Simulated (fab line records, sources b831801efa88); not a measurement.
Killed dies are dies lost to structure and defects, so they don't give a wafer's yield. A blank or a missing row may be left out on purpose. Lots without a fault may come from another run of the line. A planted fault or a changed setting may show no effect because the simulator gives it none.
Problem report in the 8D (eight disciplines) form, filled by code | flow gf180mcu | the parts of the form that need people (team, actions taken, sign-off) are left out

1. THE PROBLEM
cd_nm at GF_HV_LDD_CD_MEAS_31 reads a mean of 378.1 nm on 6 wafers of 2 lots; wafers without a fault read 399.7 nm with a standard deviation of 2.4. That is -9.0 standard deviations from the usual mean.
The step: target cd 400 nm.
First seen on wafer L379.2, day 15 00:04, on cd_sem-01. The record holds 42 wafers of 14 lots with a number at this step. Rule for "out", or "out of limits": more than 4 standard deviations from the usual mean. The other wafers with a number count as sound.

2. WHAT IT IS AND WHAT IT IS NOT
question                    | is                     | is not
which readings at this step | cd_nm                  | -
which lots                  | L379, L383             | L369, L370, L371, L373, L375, L376, L377, L378, L381, L382, L390, L391
which wafers of those lots  | all that have a number | -
read on which gauges        | cd_sem-01, cd_sem-02   | -
when                        | from day 15 00:04      | up to then (24 sound wafers); but 12 sound wafers of L381, L382, L390, L391 came after

3. SUSPECTS, AND WHAT RULES EACH OUT
Counting: a tool at a process step up to the reading stays a suspect if it ran every lot that is out and no sound lot after the first of them.
- the gauge at GF_HV_LDD_CD_MEAS_31: ruled out. The wafers that are out were read on 2 gauges (cd_sem-01, cd_sem-02).
- iline_stepper-02 at GF_HV_LDD_EXPOSE_28 (exposes mask Nplus HV AREA, target cd 400 nm): kept. It ran every lot that is out, first L379 (day 14 13:54), and no sound lot after that; its last sound lot up to then is L377 (day 14 02:05). Its own readings are out on those wafers: exposure_dose_mJ_cm2.
Left after counting: iline_stepper-02 at GF_HV_LDD_EXPOSE_28.

4. THE CAUSE (what the simulator had put in)
Process parameter drift: iline_stepper-02, from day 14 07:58 on, at GF_HV_LDD_EXPOSE_28. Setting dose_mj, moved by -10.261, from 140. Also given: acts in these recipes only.
Counting left only this tool.

5. THE CHAIN OF EFFECTS, in route order
Each row: a reading whose mean over the struck wafers that have a number lies more than 3 standard deviations from the usual. Only readings for which the record gives a usual standard deviation are gone through. hours: the time from each lot's start at the first step in this table that gives one to its start at this step, as a median over the lots. sigmas: the change in usual standard deviations.
hours | step                 | reading              | usual    | on struck wafers | change | sigmas
0     | GF_HV_LDD_EXPOSE_28  | exposure_dose_mJ_cm2 | 139.99   | 129.67           | -10.32 | -74
10    | GF_HV_LDD_CD_MEAS_31 | cd_nm                | 399.7 nm | 378.1            | -21.6  | -9.0
The process steps in it:
- GF_HV_LDD_EXPOSE_28: exposes mask Nplus HV AREA, target cd 400 nm.

6. WHAT WOULD HAVE CAUGHT IT SOONER
In this record the first reading out of limits at a measuring or inspecting step was taken at day 15 00:04, 16 hours after the fault began at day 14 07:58.
The tool's own readings at GF_HV_LDD_EXPOSE_28 were out on every struck wafer that the step has a row for (exposure_dose_mJ_cm2): an alarm limit on them would have fired on the first of those.
Of the lots that are out (2), L383 began GF_HV_LDD_EXPOSE_28 on iline_stepper-02 after day 15 00:04. A hold on the tool at that time would have spared it.
